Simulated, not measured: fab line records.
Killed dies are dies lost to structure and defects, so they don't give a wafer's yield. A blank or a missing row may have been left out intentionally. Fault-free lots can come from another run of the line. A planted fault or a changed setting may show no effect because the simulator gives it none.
Shared-tool check ; flow gf180mcu ; 13 lots, 39 wafers sampled

WHY IT WAS OPENED
Of 13 lots, 2 have the reading NWELL_RS flagged at GF_VT_IMPLANT_RS_MEAS_47. Wafers without a fault read 488.4 ohm/sq, standard deviation 1.
Rule: flag the lot when none of its wafers has a number, or when each of its wafers that has one lies beyond 4 standard deviations from that mean. As for the other lots, they are considered sound.

lot;measured;on;NWELL_RS (ohm/sq), wafer by wafer;flag
L639;day 7 12:32;film_metro-01;489.8 489.4 489.4;
L640;day 7 19:55;film_metro-01;489.1 487.9 489.0;
L642;day 8 09:16;film_metro-04;487.9 488.8 488.8;
L643;day 8 14:55;film_metro-01;488.3 488.6 488.7;
L645;day 9 05:05;film_metro-02;486.9 487.2 488.3;
L646;day 9 14:52;film_metro-02;487.7 486.7 489.6;
L649;day 10 09:38;film_metro-04;487.4 487.2 488.8;
L652;day 11 07:17;film_metro-04;489.0 489.1 489.2;
L653;day 11 13:14;film_metro-04;489.3 486.7 489.5;
L659;day 13 02:20;film_metro-04;511.6 510.9 510.2;FLAGGED
L660;day 13 08:31;film_metro-01;510.0 510.3 510.8;FLAGGED
L661;day 13 15:31;film_metro-04;487.8 487.8 488.0;
L662;day 14 04:15;film_metro-02;487.2 487.8 488.8;
On average the flagged lots' numbers are 510.6 ohm/sq, which is +22.2 ohm/sq against the usual, or +22 standard deviations.

TOOL THAT RAN EACH LOT
The record keeps 1 process step preceding the reading, out of 602 steps on the route. Read each cell as the tool, then ch plus the chambers that the sampled wafers visited, then the start.
lot;flag;GF_NWELL_IMPLANT_09
L639;;implanter-03 ch 0, day 3 07:10
L640;;implanter-03 ch 0, day 3 13:02
L642;;implanter-01 ch 0, day 3 23:09
L643;;implanter-03 ch 0, day 4 04:41
L645;;implanter-03 ch 0, day 4 16:09
L646;;implanter-03 ch 0, day 5 00:13
L649;;implanter-01 ch 0, day 5 15:15
L652;;implanter-03 ch 0, day 6 08:10
L653;;implanter-01 ch 0, day 6 14:00
L659;FLAGGED;implanter-03 ch 0, day 7 19:58
L660;FLAGGED;implanter-03 ch 0, day 8 01:13
L661;;implanter-01 ch 0, day 8 06:32
L662;;implanter-01 ch 0, day 8 15:20
What these steps do:
- GF_NWELL_IMPLANT_09
- GF_VT_IMPLANT_RS_MEAS_47: measures by four-point-probe.

FLAGGED AGAINST TOTAL, ONE TOOL AT A TIME (gauges that did the reading follow at the end)
step;tool;lots run;flagged;share of the flagged lots;sound lots run after its first flagged lot
GF_NWELL_IMPLANT_09;implanter-01;5;0;none;-
GF_NWELL_IMPLANT_09;implanter-03;8;2;all;0
GF_VT_IMPLANT_RS_MEAS_47;film_metro-01;4;1;some;0
GF_VT_IMPLANT_RS_MEAS_47;film_metro-02;3;0;none;-
GF_VT_IMPLANT_RS_MEAS_47;film_metro-04;6;1;some;1 (L661)

WHAT THE TABLE PERMITS
Rows of the table that ran each flagged lot: 1, that is implanter-03 at GF_NWELL_IMPLANT_09.
- implanter-03 at GF_NWELL_IMPLANT_09: 2 of its 8 lots flagged. A fault beginning between L652 (day 6 08:10), its last sound lot, and L659 (day 7 19:58), its first flagged one, fits the data. Its own readings lie more than 4 standard deviations out on every wafer of the flagged lots: dose_ions_cm2, faraday_current_uA.
Just one tool remains: implanter-03 at GF_NWELL_IMPLANT_09.

WHAT HAD BEEN PUT IN BY THE SIMULATOR
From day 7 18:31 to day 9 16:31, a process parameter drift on implanter-03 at GF_NWELL_IMPLANT_09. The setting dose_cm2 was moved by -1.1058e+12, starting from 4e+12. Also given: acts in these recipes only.
Lots struck among those shown: L659, L660. The same result came from the rule above.
